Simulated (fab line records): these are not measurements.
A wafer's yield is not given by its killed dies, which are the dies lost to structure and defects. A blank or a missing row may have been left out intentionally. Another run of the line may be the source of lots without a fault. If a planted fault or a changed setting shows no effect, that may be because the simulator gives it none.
One fault through the eyes of 2 desks -- flow gf180mcu -- only its own numbers are on each desk; what lay behind them is given at the end

== DESK OF THE TOOL OWNER: pecvd-04 ==
The tool's own readings at GF_PASSIVATION_CVD_00 (deposits SiO2 from TEOS, target thk 1000 nm, time 111.95 s): means of the sampled wafers that have a number, for each lot that ran on this tool. The brackets show how far a lot's mean lies from the usual mean; more than 4 standard deviations puts the lot out of limits, marked OUT.
Columns: A = heater_power_w at GF_PASSIVATION_CVD_00, usual 644 W; B = run_length_s at GF_PASSIVATION_CVD_00, usual 140.2 s
lot,first seen here,A,B
L746,day 28 10:10,610,140.3
L749,day 29 09:37,717,140.0
L751,day 29 22:15,643,140.1
L756,day 31 16:59,707,139.9
L758,day 31 20:07,618,144.1 (+9.5) OUT
L761,day 32 20:13,674,144.0 (+9.2) OUT
Finding of this desk: L758, L761 out of limits; the first was L758 at day 31 20:07, on run_length_s at GF_PASSIVATION_CVD_00. In limits: L746, L749, L751, L756.

== METROLOGY DESK ==
Means of the sampled wafers that have a number, per lot and without regard to the tool the lot ran on: this is what the gauges read. The brackets show how far a lot's mean lies from the usual mean; more than 4 standard deviations puts the lot out of limits, marked OUT.
Columns: A = MIM_CVD_05_THK at GF_MIM_THK_MEAS_06, usual 42.0 nm; B = PASSIVATION_CVD_00_THK at GF_PASSIVATION_THK_MEAS_01, usual 1001 nm
lot,first seen here,A,B
L746,day 24 20:11,42.6,1014
L749,day 25 20:52,42.7,1023
L750,day 26 04:45,42.4,996
L751,day 26 12:01,42.5,1006
L753,day 27 04:55,42.2,1003
L755,day 27 16:55,43.1,1001
L756,day 28 10:58,41.5,994
L758,day 28 15:07,41.8,1038
L759,day 28 23:09,42.3,995
L761,day 29 17:38,41.4,1037
L766,day 30 19:55,42.4,994
L767,day 31 02:28,42.7,1014
Finding of this desk: none of the 12 lots has anything out of limits.

== PUT TOGETHER ==
The tool owner's desk had the chance to raise an alarm at day 31 20:07 on L758, L761.
Metrology desk: nothing out of limits seen.
The metrology desk holds a record of L758, L761, inside its limits.
All the named lots went through GF_PASSIVATION_CVD_00 on pecvd-04.

== WHAT THE SIMULATOR PUT IN ==
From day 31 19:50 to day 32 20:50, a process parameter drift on pecvd-04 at GF_PASSIVATION_CVD_00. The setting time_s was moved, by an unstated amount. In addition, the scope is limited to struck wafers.
Shown lots that were struck: L758, L761.
Delay in hours, fault start to first out-of-limits reading, by desk: the tool owner's desk at 0.
